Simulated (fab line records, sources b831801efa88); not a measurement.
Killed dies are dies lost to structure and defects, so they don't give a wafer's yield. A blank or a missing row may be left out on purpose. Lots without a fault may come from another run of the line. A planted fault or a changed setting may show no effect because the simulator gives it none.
A struck lot beside a sound one | flow sky130 | 15 steps out of a route of 708
Sound: wafers L826.1, L826.2, L826.4. Struck: wafers L836.2, L836.5, L836.6. The cause comes at the end.
At each step with rows: each side's tool, then ch and its chambers, then its first start. Under that, the readings that differ: sound wafers | struck wafers | difference of the means | sigmas: that difference in standard deviations of wafers without a fault.
alike: readings whose means differ by less than 2 such deviations, and words and numbers that are the same on both sides. not compared: withheld readings, readings that some wafer has no value for, bounds like >300 that may hide the same value, and numbers for which the record gives no deviation and whose values overlap.
The two part at a step that has a row with sigmas, a row that says differs or no value, or rows on one side only. Numbers that don't overlap but have no deviation are shown without sigmas and don't part them. A reading that every wafer of one side lacks parts them only if that side has two wafers or more.

first, 3 steps without rows for these wafers: SKY_VT_ADJUST_HVTR_EXPOSE_04 (exposes mask HVTRM, target cd 380 nm); SKY_VT_ADJUST_HVTR_PEB_05; SKY_VT_ADJUST_HVTR_DEVELOP_06 (develop time 60 s).
SKY_VT_ADJUST_HVTR_CD_MEAS_07: target cd 380 nm.
  sound on cd_sem-01, day 11 00:55; struck on cd_sem-01, day 14 10:23
  alike: cd_nm
SKY_VT_ADJUST_HVTR_OVL_MEAS_08:
  sound on overlay-02, day 11 01:02; struck on overlay-01, day 14 10:29
  alike: VT_ADJUST_HVTR_OVL
then, 1 step without rows for these wafers: SKY_VT_ADJUST_HVTR_IMPLANT_09.
SKY_VT_ADJUST_HVTR_STRIP_10: strips in O2/N2.
  sound on plasma_asher-03 ch 0,1, day 11 01:13; struck on plasma_asher-04 ch 0,1, day 14 10:40
  alike: drypump_motor_current_A, oes_product_au, strip_time_to_endpoint_s
  not compared: rf_hours_counter_h
SKY_VT_ADJUST_HVTR_TW_MEAS_11:
  sound on film_metro-04, day 11 01:19; struck on film_metro-03, day 14 10:47
  alike: VT_ADJUST_HVTR_TW
then, 4 steps without rows for these wafers: SKY_VT_ADJUST_PCH_DEHYDRATE_00 (time 60 s); SKY_VT_ADJUST_PCH_HMDS_01 (prime time 60 s); SKY_VT_ADJUST_PCH_COAT_02 (resist thk 3000 nm); SKY_VT_ADJUST_PCH_SOFTBAKE_03.
SKY_VT_ADJUST_PCH_EXPOSE_04: exposes mask NWM, target cd 840 nm.
  sound on iline_stepper-02 ch 0, day 11 14:31; struck on iline_stepper-01 ch 0, day 15 00:42
  reading              | sound                | struck               | difference | sigmas
  exposure_dose_mJ_cm2 | 254.91 254.74 255.13 | 234.74 235.12 235.25 | -19.89     | -83
  alike: mask
then, 2 steps without rows for these wafers: SKY_VT_ADJUST_PCH_PEB_05; SKY_PAD_OPEN_PROBE_99.

WHERE THEY PART
Only at SKY_VT_ADJUST_PCH_EXPOSE_04, within this record.

WHY: what the simulator had put in
Process parameter drift: iline_stepper-01, from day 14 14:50 on, at SKY_VT_ADJUST_PCH_EXPOSE_04. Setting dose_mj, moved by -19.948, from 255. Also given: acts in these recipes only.
